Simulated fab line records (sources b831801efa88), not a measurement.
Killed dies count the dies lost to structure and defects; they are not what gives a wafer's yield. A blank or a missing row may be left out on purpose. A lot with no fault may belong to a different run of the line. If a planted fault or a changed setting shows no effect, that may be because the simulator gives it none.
Which tool did it? || flow gf180mcu || 33 wafers from 11 lots sampled at 5 of the route's 602 steps

== WHAT EACH GAUGE READ, for each wafer ==
GF_TOP_METAL_OVL_MEAS_15. Usual: TOP_METAL_OVL gives -0.4 nm (standard deviation 1.4).
{"lot": "L536", "measured": "day 28 13:57", "on": "overlay-02", "TOP_METAL_OVL (nm)": "1.5 0.6 0.2", "flag": ""}
{"lot": "L537", "measured": "day 29 00:16", "on": "overlay-02", "TOP_METAL_OVL (nm)": "-0.3 0.4 -1.2", "flag": ""}
{"lot": "L538", "measured": "day 29 05:27", "on": "overlay-01", "TOP_METAL_OVL (nm)": "1.0 1.2 0.2", "flag": ""}
{"lot": "L539", "measured": "day 29 14:25", "on": "overlay-01", "TOP_METAL_OVL (nm)": "-0.3 -0.4 0.3", "flag": ""}
{"lot": "L543", "measured": "day 30 22:19", "on": "overlay-02", "TOP_METAL_OVL (nm)": "0.8 0.2 2.1", "flag": ""}
{"lot": "L544", "measured": "day 31 05:16", "on": "overlay-01", "TOP_METAL_OVL (nm)": "-2.2 -2.3 -0.9", "flag": ""}
{"lot": "L550", "measured": "day 32 20:31", "on": "overlay-01", "TOP_METAL_OVL (nm)": "-2.6 -2.8 -2.3", "flag": ""}
{"lot": "L553", "measured": "day 33 07:37", "on": "overlay-01", "TOP_METAL_OVL (nm)": "0.1 -0.7 -0.4", "flag": ""}
{"lot": "L554", "measured": "day 33 16:07", "on": "overlay-01", "TOP_METAL_OVL (nm)": "-2.1 -1.5 -0.2", "flag": ""}
{"lot": "L555", "measured": "day 33 20:10", "on": "overlay-02", "TOP_METAL_OVL (nm)": "2.1 1.7 1.6", "flag": ""}
{"lot": "L556", "measured": "day 34 02:03", "on": "overlay-02", "TOP_METAL_OVL (nm)": "0.1 0.0 -1.0", "flag": ""}

GF_PASSIVATION_THK_MEAS_01. Usual: PASSIVATION_CVD_00_THK gives 1002 nm (standard deviation 12).
{"lot": "L536", "measured": "day 28 14:49", "on": "filmMetro-01", "PASSIVATION_CVD_00_THK (nm)": "987 985 1014", "flag": ""}
{"lot": "L537", "measured": "day 29 01:05", "on": "filmMetro-04", "PASSIVATION_CVD_00_THK (nm)": "994 1017 1009", "flag": ""}
{"lot": "L538", "measured": "day 29 06:28", "on": "filmMetro-04", "PASSIVATION_CVD_00_THK (nm)": "983 975 993", "flag": ""}
{"lot": "L539", "measured": "day 29 15:18", "on": "filmMetro-01", "PASSIVATION_CVD_00_THK (nm)": "999 1004 1000", "flag": ""}
{"lot": "L543", "measured": "day 30 23:20", "on": "filmMetro-04", "PASSIVATION_CVD_00_THK (nm)": "985 1001 1012", "flag": ""}
{"lot": "L544", "measured": "day 31 06:05", "on": "filmMetro-01", "PASSIVATION_CVD_00_THK (nm)": "984 1015 1010", "flag": ""}
{"lot": "L550", "measured": "day 32 21:23", "on": "filmMetro-01", "PASSIVATION_CVD_00_THK (nm)": "1128 1150 1144 1129 1150 1143", "flag": "OFF"}
{"lot": "L553", "measured": "day 33 08:28", "on": "filmMetro-01", "PASSIVATION_CVD_00_THK (nm)": "1110 1144 1149 1111 1143 1149", "flag": "OFF"}
{"lot": "L554", "measured": "day 33 16:57", "on": "filmMetro-04", "PASSIVATION_CVD_00_THK (nm)": "1105 1114 1126 1106 1115 1126", "flag": "OFF"}
{"lot": "L555", "measured": "day 33 20:59", "on": "filmMetro-04", "PASSIVATION_CVD_00_THK (nm)": "979 1011 1022", "flag": ""}
{"lot": "L556", "measured": "day 34 02:52", "on": "filmMetro-03", "PASSIVATION_CVD_00_THK (nm)": "997 1007 1016", "flag": ""}

GF_PASSIVATION_THK_MEAS_03. Usual: PASSIVATION_CVD_02_THK gives 701 nm (standard deviation 7.4).
{"lot": "L536", "measured": "day 28 15:12", "on": "filmMetro-01", "PASSIVATION_CVD_02_THK (nm)": "694 694 710", "flag": ""}
{"lot": "L537", "measured": "day 29 01:26", "on": "filmMetro-03", "PASSIVATION_CVD_02_THK (nm)": "705 700 701", "flag": ""}
{"lot": "L538", "measured": "day 29 06:49", "on": "filmMetro-04", "PASSIVATION_CVD_02_THK (nm)": "694 692 703", "flag": ""}
{"lot": "L539", "measured": "day 29 15:45", "on": "filmMetro-04", "PASSIVATION_CVD_02_THK (nm)": "694 715 709", "flag": ""}
{"lot": "L543", "measured": "day 30 23:41", "on": "filmMetro-04", "PASSIVATION_CVD_02_THK (nm)": "694 685 709", "flag": ""}
{"lot": "L544", "measured": "day 31 06:26", "on": "filmMetro-03", "PASSIVATION_CVD_02_THK (nm)": "700 702 708", "flag": ""}
{"lot": "L550", "measured": "day 32 23:40", "on": "filmMetro-01", "PASSIVATION_CVD_02_THK (nm)": "693 702 697", "flag": ""}
{"lot": "L553", "measured": "day 33 14:02", "on": "filmMetro-03", "PASSIVATION_CVD_02_THK (nm)": "692 706 702", "flag": ""}
{"lot": "L554", "measured": "day 33 21:59", "on": "filmMetro-03", "PASSIVATION_CVD_02_THK (nm)": "691 694 705", "flag": ""}
{"lot": "L555", "measured": "day 33 21:20", "on": "filmMetro-03", "PASSIVATION_CVD_02_THK (nm)": "700 711 705", "flag": ""}
{"lot": "L556", "measured": "day 34 03:13", "on": "filmMetro-03", "PASSIVATION_CVD_02_THK (nm)": "703 708 707", "flag": ""}

== EACH LOT AND THE TOOL THAT RAN IT (in order: tool; ch and the chambers of the sampled wafers; start) ==
{"lot": "L536", "GF_V5_CVD_02": "pecvd-02 ch 0,1,2, day 26 19:11", "GF_PASSIVATION_CVD_00": "pecvd-03 ch 0,1, day 28 14:44"}
{"lot": "L537", "GF_V5_CVD_02": "pecvd-04 ch 0,1, day 27 05:56", "GF_PASSIVATION_CVD_00": "pecvd-01 ch 0,1,2, day 29 01:01"}
{"lot": "L538", "GF_V5_CVD_02": "pecvd-01 ch 1,2, day 27 12:19", "GF_PASSIVATION_CVD_00": "pecvd-01 ch 0,1,2, day 29 06:23"}
{"lot": "L539", "GF_V5_CVD_02": "pecvd-04 ch 0,1, day 27 21:43", "GF_PASSIVATION_CVD_00": "pecvd-03 ch 0,1, day 29 15:13"}
{"lot": "L543", "GF_V5_CVD_02": "pecvd-04 ch 1,2, day 29 06:50", "GF_PASSIVATION_CVD_00": "pecvd-03 ch 0,2, day 30 23:15"}
{"lot": "L544", "GF_V5_CVD_02": "pecvd-02 ch 1,2, day 29 15:05", "GF_PASSIVATION_CVD_00": "pecvd-01 ch 0,1,2, day 31 06:01"}
{"lot": "L550", "GF_V5_CVD_02": "pecvd-02 ch 0,1,2, day 31 05:37", "GF_PASSIVATION_CVD_00": "pecvd-01 ch 0,1,2, day 32 21:17"}
{"lot": "L553", "GF_V5_CVD_02": "pecvd-04 ch 0,2, day 31 20:26", "GF_PASSIVATION_CVD_00": "pecvd-01 ch 1,2, day 33 08:23"}
{"lot": "L554", "GF_V5_CVD_02": "pecvd-04 ch 0,2, day 32 05:29", "GF_PASSIVATION_CVD_00": "pecvd-01 ch 0,1, day 33 16:52"}
{"lot": "L555", "GF_V5_CVD_02": "pecvd-02 ch 0,2, day 32 08:48", "GF_PASSIVATION_CVD_00": "pecvd-03 ch 0,1,2, day 33 20:54"}
{"lot": "L556", "GF_V5_CVD_02": "pecvd-04 ch 0,2, day 32 16:29", "GF_PASSIVATION_CVD_00": "pecvd-02 ch 0,2, day 34 02:48"}
- GF_V5_CVD_02: deposits SiO2 from TEOS, target thk 1450 nm, time 163.28 s.
- GF_PASSIVATION_CVD_00: deposits SiO2 from TEOS, target thk 1000 nm, time 111.95 s.

== AS READ BY THE TOOLS THEMSELVES (means over the sampled wafers that have a number; for cases with no such wafer, the mark the record gives instead) ==
GF_V5_CVD_02. Usual: heaterPowerW 643 W, standard deviation 88; rfFwdPowerW 597.5 W, standard deviation 1.7; runLengthS 191.3 s, standard deviation 0.44.
{"lot": "L536", "tool": "pecvd-02", "heaterPowerW (W)": 696, "rfFwdPowerW (W)": 597.4, "runLengthS (s)": 190.9, "flag": ""}
{"lot": "L537", "tool": "pecvd-04", "heaterPowerW (W)": 565, "rfFwdPowerW (W)": 597.7, "runLengthS (s)": 191.2, "flag": ""}
{"lot": "L538", "tool": "pecvd-01", "heaterPowerW (W)": 599, "rfFwdPowerW (W)": 596.5, "runLengthS (s)": 191.0, "flag": ""}
{"lot": "L539", "tool": "pecvd-04", "heaterPowerW (W)": 605, "rfFwdPowerW (W)": 597.8, "runLengthS (s)": 191.0, "flag": ""}
{"lot": "L543", "tool": "pecvd-04", "heaterPowerW (W)": 631, "rfFwdPowerW (W)": 597.0, "runLengthS (s)": 191.3, "flag": ""}
{"lot": "L544", "tool": "pecvd-02", "heaterPowerW (W)": 633, "rfFwdPowerW (W)": 598.1, "runLengthS (s)": 190.9, "flag": ""}
{"lot": "L550", "tool": "pecvd-02", "heaterPowerW (W)": 653, "rfFwdPowerW (W)": 598.0, "runLengthS (s)": 191.1, "flag": ""}
{"lot": "L553", "tool": "pecvd-04", "heaterPowerW (W)": 673, "rfFwdPowerW (W)": 598.9, "runLengthS (s)": 191.8, "flag": ""}
{"lot": "L554", "tool": "pecvd-04", "heaterPowerW (W)": 688, "rfFwdPowerW (W)": 598.9, "runLengthS (s)": 191.8, "flag": ""}
{"lot": "L555", "tool": "pecvd-02", "heaterPowerW (W)": 721, "rfFwdPowerW (W)": 597.0, "runLengthS (s)": 191.2, "flag": ""}
{"lot": "L556", "tool": "pecvd-04", "heaterPowerW (W)": 679, "rfFwdPowerW (W)": 597.7, "runLengthS (s)": 191.6, "flag": ""}

GF_PASSIVATION_CVD_00. Usual: heaterPowerW 621 W, standard deviation 65; rfFwdPowerW 596.4 W, standard deviation 2.2; runLengthS 139.8 s, standard deviation 0.39.
{"lot": "L536", "tool": "pecvd-03", "heaterPowerW (W)": 643, "rfFwdPowerW (W)": 595.9, "runLengthS (s)": 139.6, "flag": ""}
{"lot": "L537", "tool": "pecvd-01", "heaterPowerW (W)": 583, "rfFwdPowerW (W)": 596.8, "runLengthS (s)": 139.8, "flag": ""}
{"lot": "L538", "tool": "pecvd-01", "heaterPowerW (W)": 559, "rfFwdPowerW (W)": 598.2, "runLengthS (s)": 139.7, "flag": ""}
{"lot": "L539", "tool": "pecvd-03", "heaterPowerW (W)": 595, "rfFwdPowerW (W)": 596.1, "runLengthS (s)": 139.4, "flag": ""}
{"lot": "L543", "tool": "pecvd-03", "heaterPowerW (W)": 647, "rfFwdPowerW (W)": 595.0, "runLengthS (s)": 139.9, "flag": ""}
{"lot": "L544", "tool": "pecvd-01", "heaterPowerW (W)": 581, "rfFwdPowerW (W)": 595.7, "runLengthS (s)": 139.9, "flag": ""}
{"lot": "L550", "tool": "pecvd-01", "heaterPowerW (W)": 573, "rfFwdPowerW (W)": 595.2, "runLengthS (s)": 153.4, "flag": "OFF"}
{"lot": "L553", "tool": "pecvd-01", "heaterPowerW (W)": 600, "rfFwdPowerW (W)": 597.4, "runLengthS (s)": 153.4, "flag": "OFF"}
{"lot": "L554", "tool": "pecvd-01", "heaterPowerW (W)": 591, "rfFwdPowerW (W)": 593.6, "runLengthS (s)": 153.2, "flag": "OFF"}
{"lot": "L555", "tool": "pecvd-03", "heaterPowerW (W)": 603, "rfFwdPowerW (W)": 597.9, "runLengthS (s)": 139.7, "flag": ""}
{"lot": "L556", "tool": "pecvd-02", "heaterPowerW (W)": 741, "rfFwdPowerW (W)": 595.3, "runLengthS (s)": 139.6, "flag": ""}

== THE ANSWER, worked out from the rows above alone ==
Rule: a lot is off if the mean of its wafers that have a number lies more than 3 standard deviations from the usual mean. A lot without any number at a reading at which 4 lots or more have one is off too. Where the step has rows for the other lots, those lots are counted as sound. First the gauges in route order, then the tools' own readings, where a lot's mean is used as printed above. The first step at which some lot is off is used, and at that step the reading that is off furthest; a lot without a number counts as furthest.
Off: L550, L553, L554, seen at GF_PASSIVATION_THK_MEAS_01 (PASSIVATION_CVD_00_THK).
A tool fits if, at a process step before that reading, it ran every lot that is off, and no sound lot after the first of them. Not tried: the gauges at GF_PASSIVATION_THK_MEAS_01; whatever is off there is also off at GF_PASSIVATION_CVD_00, on other tools, and gauge error can't account for it. One candidate fits, namely pecvd-01 at GF_PASSIVATION_CVD_00. Its last sound lot is L544 (day 31 06:01), its first lot that is off L550 (day 32 21:17): a fault that began between those two fits.
On the lots that are off, the tool's own readings at GF_PASSIVATION_CVD_00 differ by more than 5 times the standard deviation of the sound lots' means, which bears it out; runLengthS reads 153.3 s there versus 139.7 s on the sound lots.

== WHAT THE SIMULATOR PUT IN ==
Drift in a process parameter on pecvd-01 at GF_PASSIVATION_CVD_00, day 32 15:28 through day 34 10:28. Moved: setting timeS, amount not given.
Struck lots among those shown: L550, L553, L554. The rule given above showed the same thing.
